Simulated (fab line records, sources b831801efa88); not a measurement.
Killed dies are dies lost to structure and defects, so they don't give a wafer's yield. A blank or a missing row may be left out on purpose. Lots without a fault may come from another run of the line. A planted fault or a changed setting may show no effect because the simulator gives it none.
A struck lot beside a sound one | flow gf180mcu | 15 steps out of a route of 602
Sound: wafers L464.1, L464.4, L464.5. Struck: wafers L468.1, L468.2, L468.5. The cause comes at the end.
At each step with rows: each side's tool, then ch and its chambers, then its first start. Under that, the readings that differ: sound wafers | struck wafers | difference of the means | sigmas: that difference in standard deviations of wafers without a fault.
alike: readings whose means differ by less than 2 such deviations, and words and numbers that are the same on both sides. not compared: withheld readings, readings that some wafer has no value for, bounds like >300 that may hide the same value, and numbers for which the record gives no deviation and whose values overlap.
The two part at a step that has a row with sigmas, a row that says differs or no value, or rows on one side only. Numbers that don't overlap but have no deviation are shown without sigmas and don't part them. A reading that every wafer of one side lacks parts them only if that side has two wafers or more.

first, 2 steps without rows for these wafers: GF_V1_STRIP_19 (strips in post etch residue remover, time 1200 s); GF_V1_CLEAN_20 (cleans in DIW).
GF_V1_SPUTTER_21: material Ti, target thk 15 nm, time 80.02 s.
  sound on pvd_sputter-03, day 22 07:16; struck on pvd_sputter-02, day 23 19:17
  reading                | sound          | struck         | difference | sigmas
  throttle_valve_pct (%) | 31.0 31.1 31.5 | 29.1 29.8 29.1 | -1.9       | -2
  alike: cathode_dc_power_W, chamber_pressure_pa
GF_V1_SPUTTER_22: material TiN, target thk 10 nm, time 40 s.
  sound on pvd_sputter-03, day 22 07:20; struck on pvd_sputter-02, day 23 19:21
  alike: cathode_dc_power_W, chamber_pressure_pa, throttle_valve_pct
then, 1 step without rows for these wafers: GF_V1_CVD_23 (deposits W, target thk 350 nm, time 105.05 s).
GF_V1_RS_MEAS_24: measures by four-point-probe.
  sound on film_metro-02, day 22 07:29; struck on film_metro-02, day 23 19:30
  alike: V1_W_RS
GF_V1_THK_MEAS_25: measures by xrf.
  sound on film_metro-02, day 22 07:36; struck on film_metro-02, day 23 19:37
  alike: V1_W_THK
GF_V1_CMP_26: polishes, stops on SiO2, t overpolish 15 s, target thk 0 nm.
  sound on cmp-02 ch 0,1, day 22 07:40; struck on cmp-02 ch 2,3, day 23 19:41
  alike: motor_current_A, overpolish_run_s, time_to_endpoint_s
GF_M2_SPUTTER_00: material Ti, target thk 37.5 nm, time 150 s.
  sound on pvd_sputter-03, day 22 07:58; struck on pvd_sputter-03, day 23 19:59
  alike: cathode_dc_power_W, chamber_pressure_pa, throttle_valve_pct
then, 1 step without rows for these wafers: GF_M2_SPUTTER_01 (material TiN, target thk 30 nm, time 25 s).
GF_M2_SPUTTER_02: material AlCu, target thk 450 nm, time 23.9 s.
  sound on pvd_sputter-03, day 22 08:05; struck on pvd_sputter-03, day 23 20:07
  alike: cathode_dc_power_W, chamber_pressure_pa, throttle_valve_pct
then, 1 step without rows for these wafers: GF_M2_SPUTTER_03 (material Ti, target thk 10 nm, time 6.7 s).
GF_M2_SPUTTER_04: material TiN, target thk 50 nm, time 41.7 s.
  sound on pvd_sputter-03, day 22 08:08; struck on pvd_sputter-03, day 23 20:10
  no value came back on the struck wafers for cathode_dc_power_W (W), chamber_pressure_pa (Pa), throttle_valve_pct (%); on the sound wafers cathode_dc_power_W (W) reads 6500.4 6504.7 6500.1
GF_M2_THK_MEAS_06: measures by xrf.
  sound on film_metro-01, day 22 08:18; struck on film_metro-01, day 23 20:19
  reading          | sound       | struck      | difference | sigmas
  M2_ALCU_THK (nm) | 447 447 448 | 495 496 495 | +48        | +11
then, 1 step without rows for these wafers: GF_M2_DEHYDRATE_07 (time 60 s).

WHERE THEY PART
First at GF_V1_SPUTTER_21; last, within this record, at GF_M2_THK_MEAS_06.

WHY: what the simulator had put in
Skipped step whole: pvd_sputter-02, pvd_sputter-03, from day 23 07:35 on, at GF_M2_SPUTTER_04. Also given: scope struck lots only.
